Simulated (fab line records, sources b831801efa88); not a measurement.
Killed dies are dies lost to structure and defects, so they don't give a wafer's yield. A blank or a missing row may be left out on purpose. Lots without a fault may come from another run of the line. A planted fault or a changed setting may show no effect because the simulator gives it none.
A struck lot beside a sound one | flow sky130 | 17 steps out of a route of 708
Sound: wafers L312.1, L312.2, L312.4. Struck: wafers L315.2, L315.3, L315.4. The cause comes at the end.
At each step with rows: each side's tool, then ch and its chambers, then its first start. Under that, the readings that differ: sound wafers | struck wafers | difference of the means | sigmas: that difference in standard deviations of wafers without a fault.
alike: readings whose means differ by less than 2 such deviations, and words and numbers that are the same on both sides. not compared: withheld readings, readings that some wafer has no value for, bounds like >300 that may hide the same value, and numbers for which the record gives no deviation and whose values overlap.
The two part at a step that has a row with sigmas, a row that says differs or no value, or rows on one side only. Numbers that don't overlap but have no deviation are shown without sigmas and don't part them. A reading that every wafer of one side lacks parts them only if that side has two wafers or more.

first, 5 steps without rows for these wafers: SKY_SD_N_COAT_02 (resist thk 1140 nm); SKY_SD_N_SOFTBAKE_03 (time 60 s); SKY_SD_N_EXPOSE_04 (exposes mask NSDM, target cd 380 nm); SKY_SD_N_PEB_05; SKY_SD_N_DEVELOP_06 (develop time 60 s).
SKY_SD_N_CD_MEAS_07: target cd 380 nm.
  sound on cd_sem-02, day 30 15:38; struck on cd_sem-02, day 31 00:13
  alike: cd_nm
SKY_SD_N_OVL_MEAS_08:
  sound on overlay-02, day 30 15:46; struck on overlay-01, day 31 00:19
  reading       | sound         | struck      | difference | sigmas
  SD_N_OVL (nm) | -1.4 0.3 -1.4 | 3.6 2.5 2.1 | +3.6       | +3
then, 2 steps without rows for these wafers: SKY_SD_N_IMPLANT_09; SKY_SD_N_IMPLANT_10.
SKY_SD_N_STRIP_11: strips in O2/N2.
  sound on plasma_asher-02 ch 0,1, day 30 16:05; struck on plasma_asher-02 ch 0,1, day 31 00:38
  alike: drypump_motor_current_A, oes_product_au, strip_time_to_endpoint_s
  not compared: rf_hours_counter_h
SKY_SD_N_TW_MEAS_12:
  sound on film_metro-04, day 30 16:11; struck on film_metro-02, day 31 00:45
  alike: SD_N_TW
then, 1 step without rows for these wafers: SKY_SD_N_CLEAN_13 (cleans in SC1/SC2, time 150 s).
SKY_SD_N_RTA_14: time 2 s.
  sound on rtp_anneal-01 ch 0, day 30 16:19; struck on rtp_anneal-02 ch 0, day 31 00:52
  reading            | sound             | struck            | difference | sigmas
  lamp_power_pct (%) | 15.71 15.69 15.76 | 14.33 14.36 14.34 | -1.38      | -26
  alike: anneal_temp_c_max, wafer_temp_C_max
SKY_SD_N_RS_MEAS_16: measures by four-point-probe.
  sound on film_metro-04, day 30 16:29; struck on film_metro-02, day 31 01:03
  reading          | sound             | struck            | difference | sigmas
  SD_N_RS (ohm/sq) | 69.16 69.36 69.14 | 75.39 75.48 75.37 | +6.19      | +36
SKY_SD_N_RS_MEAS_17: measures by four-point-probe.
  sound on film_metro-04, day 30 16:36; struck on film_metro-02, day 31 01:10
  reading          | sound             | struck            | difference | sigmas
  SD_P_RS (ohm/sq) | 146.6 147.2 146.6 | 184.2 184.8 184.3 | +37.6      | +80
SKY_SD_N_RS_MEAS_18: measures by four-point-probe.
  sound on film_metro-04, day 30 16:43; struck on film_metro-02, day 31 01:17
  reading               | sound             | struck            | difference | sigmas
  RES_XHIGH_RS (ohm/sq) | 331.0 332.0 331.4 | 335.4 335.5 334.8 | +3.8       | +3
-- the record jumps here: 17 days lie between the struck wafers' starts before and after (it left off in module SD_N and takes up again in module PAD_OPEN, whose first step shown is number 708 of the route) --
SKY_PAD_OPEN_PROBE_99:
  sound on prober-02, day 47 23:23; struck on prober-01, day 48 02:02
  reading                                | sound             | struck            | difference | sigmas
  killed_at_other                        | 0 0 0             | 1 2 0             | +1         | +2
  model.etest.res_xhigh_po.line_ohm_um   | 6076 6039 5772    | 8075 8526 8046    | +2253      |
  model.etest.res_xhigh_po.rs_ohm_sq     | 2120 2123 2014    | 2852 3042 2797    | +811       |
  model.etest.tip_p.rs_ohm_sq            | 6824 6788 6846    | 7320 7328 7305    | +498       |
  model.etest.pfet_01v8.r_on_ohm_um      | 2730 2812 2771    | 3391 3385 3334    | +599       |
  model.etest.res_pdiff.line_ohm_um      | 1314 1340 1332    | 1750 1718 1749    | +410       |
  model.etest.res_high_po.line_ohm_um    | 776.5 777.1 757.7 | 1035 1058 1016    | +266       |
  model.etest.licon_high_po.rc_ohm       | 366.7 372.1 355.4 | 609.1 618.4 585.1 | +239.5     |
  model.etest.pfet_g5v0d10v5.r_on_ohm_um | 4715 4662 4722    | 5092 5079 5015    | +362       |
  alike: killed_at_M0_to_M3, killed_at_M4_up, killed_at_contacts, killed_at_front_end, killed_dies, killed_on_rim, killed_open, killed_short

WHERE THEY PART
First at SKY_SD_N_OVL_MEAS_08; last, within this record, at SKY_PAD_OPEN_PROBE_99.

WHY: what the simulator had put in
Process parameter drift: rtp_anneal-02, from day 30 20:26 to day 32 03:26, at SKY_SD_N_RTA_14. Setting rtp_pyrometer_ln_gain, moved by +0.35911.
